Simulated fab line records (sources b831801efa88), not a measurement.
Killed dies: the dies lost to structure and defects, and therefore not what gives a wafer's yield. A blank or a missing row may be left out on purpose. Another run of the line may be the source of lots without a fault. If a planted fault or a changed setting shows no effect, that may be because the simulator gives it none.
Split-lot study | flow gf180mcu | 5 lots, 18 wafers read, on a route of 602 steps

SPLIT DETAILS
At GF_M1_COAT_09 (resist thk 1000 nm), the setting resist-thk-nm was moved away from the recipe's 1000 nm on 4 of the 18 wafers read, by -4.8% to +1.6%. The other wafers ran this setting at the recipe's value.

FROM THE SPLIT TO THE READING: what the file shows between them, 2 steps
- GF_M1_SOFTBAKE_10: time 60 s
- GF_M1_EXPOSE_11: exposes mask Metal1, target cd 230 nm

THE READING
KrF_of_M1_COAT_09.thk-nm (the simulator's own value, which no gauge read), in nm, at GF_M1_METAL_ETCH_16 (etches the open film in Cl2/BCl3, stops on SiO2, target depth 627.5 nm, time 104.6 s). The file does not state a usual value for it. Here, 14 wafers ran the recipe; their average is 731.2 nm with a standard deviation of 2.3 nm.

wafer  | tool, chamber at the split | resist-thk-nm as run, nm | against the recipe | KrF_of_M1_COAT_09.thk-nm, nm | against lot-mates on the recipe
L075.1 | litho-track-03, 0          | 1000                     | recipe             | 730.8                        | -
L075.2 | litho-track-03, 0          | 952.4                    | -4.8%              | 688.5                        | -42.3
L082.1 | litho-track-04, 0          | 1000                     | recipe             | 728.4                        | -
L082.2 | litho-track-04, 0          | 1000                     | recipe             | 729.4                        | -
L082.3 | litho-track-04, 0          | 1000                     | recipe             | 732.2                        | -
L082.4 | litho-track-04, 0          | 1000                     | recipe             | 733.3                        | -
L082.5 | litho-track-04, 0          | 1000                     | recipe             | 728.1                        | -
L083.2 | litho-track-02, 0          | 1000                     | recipe             | 729.1                        | -
L083.3 | litho-track-02, 0          | 1000                     | recipe             | 730.5                        | -
L083.4 | litho-track-02, 0          | 1000                     | recipe             | 728.6                        | -
L084.1 | litho-track-04, 0          | 1000                     | recipe             | 734                          | -
L084.2 | litho-track-04, 0          | 1000                     | recipe             | 735.6                        | -
L084.3 | litho-track-04, 0          | 1000                     | recipe             | 733.6                        | -
L085.1 | litho-track-02, 0          | 1016                     | +1.6%              | 746.3                        | +14.8
L085.2 | litho-track-02, 0          | 1016                     | +1.6%              | 745.5                        | +14.0
L085.3 | litho-track-02, 0          | 1000                     | recipe             | 730.8                        | -
L085.4 | litho-track-02, 0          | 1000                     | recipe             | 732.1                        | -
L085.6 | litho-track-02, 0          | 1016                     | +1.6%              | 746.6                        | +15.1

THE FIT
A straight line over all 18 wafers: KrF_of_M1_COAT_09.thk-nm changes by +9.06 nm for each +1% of resist-thk-nm; r = +0.99; the points scatter about the line by 2.1 nm.
The same after taking each lot's own level away (the mean of its wafers on the recipe; 18 wafers): +8.96 nm for each +1%; r = +0.99; scatter 1.3 nm.
Per that fit: largest resist-thk-nm move, reading shift of 43 nm.
Across the lots, their own levels run from 729.40 to 734.40 nm, a range of 2.2 times the standard deviation given above.
Consequently the slope shifts little with the lot-to-lot level, the two slopes agreeing.
Check: -43.7 nm against its lot-mates is what the line predicts for one of the wafers moved furthest among these (-4.8%) when that wafer is left out of the fit. It came out at -42.3 nm against them.

THESE WAFERS: OTHER SPLITS
Other splits were also applied to these wafers ahead of the reading. Each is held against what the fit with the lots' levels taken away leaves over:
other split on the same wafers   | wafers away from the commonest value | r with KrF_of_M1_COAT_09.thk-nm (lot level and that fit taken away)
GF_CONTACT_CVD_00 sih4-flow-sccm | 4                                    | -0.14
GF_CONTACT_SOFTBAKE_10 temp-c    | 7                                    | +0.43
GF_CONTACT_CVD_24 temp-c         | 8                                    | -0.15
GF_M1_SPUTTER_04 power-w         | 2                                    | -0.10

THE WHOLE CHAIN: every reading that the file lists as answering this split, in the file's order
step                | what it does                                                                         | reading                                                                   | change (the file's fit)              | r (the file's)
GF_M1_COAT_09       | resist thk 1000 nm                                                                   | KrF_of_M1_COAT_09.thk-nm (the simulator's own value, which no gauge read) | +9.29 nm for each +1% of the setting | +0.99
GF_M1_METAL_ETCH_16 | etches the open film in Cl2/BCl3, stops on SiO2, target depth 627.5 nm, time 104.6 s | KrF_of_M1_COAT_09.thk-nm (the simulator's own value, which no gauge read) | +8.95 nm for each +1% of the setting | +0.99
GF_M1_STRIP_17      | strips in O2/N2                                                                      | strip-time-to-endpoint-s                                                  | withheld for each +1% of the setting | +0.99

FILE'S OWN FIT
KrF_of_M1_COAT_09.thk-nm changes by +8.95 nm for each +1% of resist-thk-nm, r = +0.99.
